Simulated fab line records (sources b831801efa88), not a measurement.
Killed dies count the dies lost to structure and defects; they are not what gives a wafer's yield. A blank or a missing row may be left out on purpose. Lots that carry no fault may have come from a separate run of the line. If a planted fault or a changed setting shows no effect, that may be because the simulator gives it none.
Code-filled problem report in 8D (eight disciplines) form | flow sky130 | the parts of the form that need people (team, actions taken, sign-off) are left out

== 1. WHAT IS WRONG ==
Wafers free of any fault read 0.1269 ohm/sq (standard deviation 0.0015) for METAL1_ALCU_RS at SKY_METAL1_RS_MEAS_05, against a mean of 0.1661 ohm/sq on 2 wafers of 2 lots. That puts it +26 standard deviations away from the usual mean.
The step: measures by four-point-probe.
Earliest sighting: wafer L771.3 on film_metro-04 at day 34 22:12. At this step, 30 wafers from 10 lots have a number in the record. Rule for "out" (also "out of limits"): further than 4 standard deviations from the usual mean. The rest of the wafers with a number are treated as sound.

== 2. WHAT THIS IS AND IS NOT ==
question                    | is                | is not
which readings at this step | METAL1_ALCU_RS    | -
which lots                  | L771, L773        | L766, L767, L779, L780, L783, L785, L787, L788
which wafers of those lots  | L771.3, L773.2    | L771.4, L771.6, L773.1, L773.6
read on which gauges        | film_metro-04     | film_metro-01, film_metro-03
when                        | from day 34 22:12 | up to then (8 sound wafers); but 20 sound wafers of L773, L779, L780, L783, L785, L787, L788 came after

== 3. WHAT RULES OUT EACH SUSPECT ==
Counting: any tool at a process step up to the reading remains a suspect provided it ran every lot that is out. Sound lots after the first of them don't rule it out here, since some wafers of a struck lot are sound.
- the gauge at SKY_METAL1_RS_MEAS_05 is ruled out. All the wafers that are out were read on film_metro-04, but those of them that SKY_METAL1_METAL_ETCH_19 has rows for are out there too, on other tools.
- pvd_sputter-01 at SKY_METAL1_SPUTTER_00 (material Ti, target thk 15 nm, time 10 s): kept. It processed each lot that is out (first: L771, day 34 22:01); up to then, its last sound lot is L766 (day 33 04:53).
- pvd_sputter-01 at SKY_METAL1_SPUTTER_02 (material AlCu, target thk 250 nm, time 13.3 s): kept. It processed each lot that is out (first: L771, day 34 22:04); up to then, its last sound lot is L766 (day 33 04:56).
The count leaves pvd_sputter-01 at SKY_METAL1_SPUTTER_02 and pvd_sputter-01 at SKY_METAL1_SPUTTER_00.

== 4. THE CAUSE (what the simulator had put in) ==
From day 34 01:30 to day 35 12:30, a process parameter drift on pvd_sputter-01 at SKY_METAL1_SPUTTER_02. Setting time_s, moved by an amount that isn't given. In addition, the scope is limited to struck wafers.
2 suspects survive the count, and this tool is in that group.

== 5. THE EFFECT CHAIN, in route order ==
Each row: a reading whose mean over the struck wafers that have a number lies more than 3 standard deviations from the usual. Scope: only readings with a usual standard deviation given in the record; hours: median across lots of the time from each lot's start at the first step in this table that gives one to its start at this step; sigmas: change in usual standard deviations.
hours | step                     | reading         | usual         | on struck wafers | change  | sigmas
0     | SKY_METAL1_RS_MEAS_05    | METAL1_ALCU_RS  | 0.1269 ohm/sq | 0.1661           | +0.0392 | +26
0     | SKY_METAL1_THK_MEAS_06   | METAL1_ALCU_THK | 246 nm        | 189              | -57     | -17
27    | SKY_METAL1_METAL_ETCH_19 | oes_product_au  | 0.854 a.u.    | 0.800            | -0.054  | -9.4
The process steps in it:
- SKY_METAL1_METAL_ETCH_19: etches the open film in Cl2/BCl3, stops on SiO2, target depth 360 nm, time 78 s.

== 6. WHAT WOULD HAVE CAUGHT IT SOONER ==
21 hours passed between the start of the fault at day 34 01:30 and the first reading out of limits at a measuring or inspecting step in this record, taken at day 34 22:12.
An alarm limit of 4 standard deviations would not have fired on the tool readings at SKY_METAL1_SPUTTER_02 for which the record gives a usual standard deviation, since none of them was out on any struck wafer.
L773, from the lots that are out (2), started SKY_METAL1_SPUTTER_02 on pvd_sputter-01 later than day 34 22:12. A hold on the tool at that time would have spared it.
